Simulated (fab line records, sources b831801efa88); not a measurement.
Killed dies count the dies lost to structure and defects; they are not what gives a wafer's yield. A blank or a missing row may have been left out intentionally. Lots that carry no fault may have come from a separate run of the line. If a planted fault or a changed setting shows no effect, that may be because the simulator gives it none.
Chamber matching | flow gf180mcu | 4 sister chambers for GF_SAB_ETCH_11 on rie diel-03
The step etches SiO2 in C4F8/O2/Ar, target depth 55 nm, time 8.5 s. 4 wafers are shown with their chamber, then 11 later ones without.

WAFERS WITH THEIR CHAMBER
wafer  | chamber | oes product au (a.u.)
L085.4 | 3       | 1.002
L085.5 | 1       | 1.004
L085.6 | 2       | 1.012
L088.1 | 0       | 0.979

WAFERS WITHOUT THEIR CHAMBER
wafer  | oes product au (a.u.)
L088.3 | 1.002
L088.4 | 1.010
L089.1 | 0.983
L089.2 | 1.006
L089.3 | 1.008
L091.3 | 1.003
L091.4 | 0.981
L091.6 | 0.981
L092.1 | 0.987
L092.2 | 1.003
L092.4 | 1.008

EACH ONE'S CHAMBER
wafer  | from the rows above          | in truth
L088.3 | can't be placed: 3 or 1      | 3
L088.4 | can't be placed: 2 or 1 or 3 | 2
L089.1 | 0                            | 0
L089.2 | can't be placed: 1 or 3 or 2 | 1
L089.3 | can't be placed: 1 or 2 or 3 | 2
L091.3 | can't be placed: 3 or 1      | 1
L091.4 | 0                            | 0
L091.6 | 0                            | 0
L092.1 | 0                            | 0
L092.2 | can't be placed: 3 or 1      | 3
L092.4 | can't be placed: 1 or 2 or 3 | 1
4 of 11 placed correctly. These rows do not allow placing 7 (true chamber among the candidates in 7). Wrongly placed: 0.
How it was worked out, from the rows above alone: a wafer's distance from a chamber is the root of the sum, over the readings, of the square of ((its reading less the chamber's mean) divided by the reading's scatter). The wafer belongs to the nearest chamber; if the next one is less than 2 further off, it can't be placed. The mean given for a chamber averages the wafers shown for that chamber. The scatter: with one shown wafer a chamber, the root of the mean of the squares of how far each hidden wafer lies from its nearest shown one.
